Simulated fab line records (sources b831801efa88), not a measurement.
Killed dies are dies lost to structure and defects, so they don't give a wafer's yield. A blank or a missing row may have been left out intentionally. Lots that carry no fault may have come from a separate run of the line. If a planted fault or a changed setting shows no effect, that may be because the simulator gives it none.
A struck lot beside a sound one | flow sfq line | 21 out of 325 route steps
Sound: these wafers, L485.2, L485.4, L485.5. Wafers L479.1, L479.2, L479.6 were the ones struck. At the end, the cause is stated.
For every step that has rows: the tool of each side, followed by ch and its chambers, followed by its first start. Under that, the readings that differ: sound wafers | struck wafers | difference of the means | sigmas: that difference in standard deviations of wafers without a fault.
alike: same words and numbers on both sides, and readings whose means sit less than 2 such deviations apart. not compared: any withheld reading, any reading some wafer has no value for, any bound like >300 that may hide the same value, and any number with overlapping values for which the record gives no deviation.
The two part at a step that has a row with sigmas, a row that says differs or no value, or rows on one side only. Non-overlapping numbers with no deviation appear without sigmas and do not part them. Lack of a reading on every wafer of one side parts them only where that side has two or more wafers.

first, 3 steps without rows for these wafers: SFQ_TRILAYER_M2_LITHO_EXPOSE_058 (exposes mask M2, target cd 500 nm); SFQ_TRILAYER_M2_LITHO_PEB_060 (peb time 60 s); SFQ_TRILAYER_M2_LITHO_DEVELOP_059 (time 60 s).
SFQ_M2_OVL_MEAS_916:
  struck on overlay-02, day 20 22:17; sound on overlay-01, day 22 21:49
  alike: M2_OVL
SFQ_TRILAYER_M2_BARC_OPEN_METAL_ETCH_077: etches BARC in O2, target depth 125 nm, time 41.7 s.
  sound on rie metal-03 ch 0,1, day 22 21:51; struck on rie metal-03 ch 0,1, day 20 22:19
  alike: chamber pressure mTorr, drypump motor current A, oes product au
  not compared: rf hours counter h
then, 1 step without rows for these wafers: SFQ_TRILAYER_M2_ETCH_METAL_ETCH_060 (etches Nb in Cl2/Ar, stops on SiO2, target depth 240 nm, time 120 s).
SFQ_TRILAYER_M2_STRIP_STRIP_061: strips in O2.
  sound on rie metal-03 ch 0,1, day 22 22:02; struck on rie metal-03 ch 0,1, day 20 22:31
  alike: chamber pressure mTorr, drypump motor current A, oes product au, platen temp c
  not compared: rf hours counter h
then, 1 step without rows for these wafers: SFQ_TRILAYER_M2_STRIP_SOLV_CLEAN_062 (cleans in NMP, time 600 s).
SFQ_TRILAYER_I2_DEP_PECVD_063: deposits SiO2 from SiH4/N2O, time 111.11 s, target thk 500 nm.
  sound on pecvd-02 ch 0,1,2, day 22 22:49; struck on pecvd-02 ch 0,1,2, day 20 23:17
  alike: heater power w, showerhead vpp V, throttle valve pct
SFQ_TRILAYER_I2_CMP_CMP_064: polishes SiO2.
  sound on cmp-02 ch 0,2, day 23 10:58; struck on cmp-01 ch 1,3, day 21 03:43
  alike: motor current A, time to endpoint s
SFQ_I2_BOW_MEAS_917:
  struck on film metro-02, day 21 06:13; sound on film metro-03, day 23 13:59
  alike: I2_BOW
after that, 1 step had no rows for these wafers: SFQ_TRILAYER_I2_METRO_MEASURE_065.
SFQ_TRILAYER_I2_VIA_LITHO_COAT_072: resist thk 62 nm.
  sound on litho track-03 ch 0, day 23 15:20; struck on litho track-02 ch 0, day 21 07:32
  reading                                                  | sound             | struck            | difference | sigmas
  model.BARC_of_TRILAYER_I2_VIA_LITHO_COAT_072.thk nm (nm) | 61.75 61.69 61.93 | 63.77 63.88 63.84 | +2.04      |
then, 5 steps without rows for these wafers: SFQ_TRILAYER_I2_VIA_LITHO_COAT_067 (resist thk 650 nm); SFQ_TRILAYER_I2_VIA_LITHO_SOFTBAKE_071; SFQ_TRILAYER_I2_VIA_LITHO_EXPOSE_068 (exposes mask I2, target cd 500 nm); SFQ_TRILAYER_I2_VIA_LITHO_PEB_070 (peb time 60 s); SFQ_TRILAYER_I2_VIA_LITHO_DEVELOP_069 (time 60 s).
-- the record jumps here: 4 days lie between the struck wafers' starts before and after --
SFQ_I2_OVL_MEAS_918:
  struck on overlay-02, day 25 19:13; sound on overlay-02, day 27 17:29
  alike: I2_OVL
SFQ_TRILAYER_I2_VIA_BARC_OPEN_VIA_ETCH_096: etches BARC in O2, target depth 125 nm, time 41.7 s.
  sound on rie diel-01 ch 0,1,2, day 27 17:31; struck on rie diel-04 ch 1,2,3, day 25 19:16
  reading                  | sound             | struck            | difference | sigmas
  oes product au (a.u.)    | 0.683 0.686 0.689 | 0.700 0.693 0.695 | +0.010     | +2
  model.etch.depth nm (nm) | 61.75 61.69 61.93 | 63.77 63.88 63.84 | +2.04      |
  alike: chamber pressure mTorr, drypump motor current A
  not compared: rf hours counter h
SFQ_TRILAYER_I2_VIA_ETCH_VIA_ETCH_070: etches SiO2 in CHF3, stops on Nb, target depth 260 nm.
  sound on rie diel-01 ch 0,1,2, day 27 17:33; struck on rie diel-04 ch 1,2,3, day 25 19:18
  alike: chamber pressure mTorr, drypump motor current A, oes product au

WHERE THEY PART
Only at SFQ_TRILAYER_I2_VIA_BARC_OPEN_VIA_ETCH_096, as far as this record shows. Later steps at which nothing parts them and some readings are alike: SFQ_TRILAYER_I2_VIA_ETCH_VIA_ETCH_070.

WHY: the cause the simulator had injected
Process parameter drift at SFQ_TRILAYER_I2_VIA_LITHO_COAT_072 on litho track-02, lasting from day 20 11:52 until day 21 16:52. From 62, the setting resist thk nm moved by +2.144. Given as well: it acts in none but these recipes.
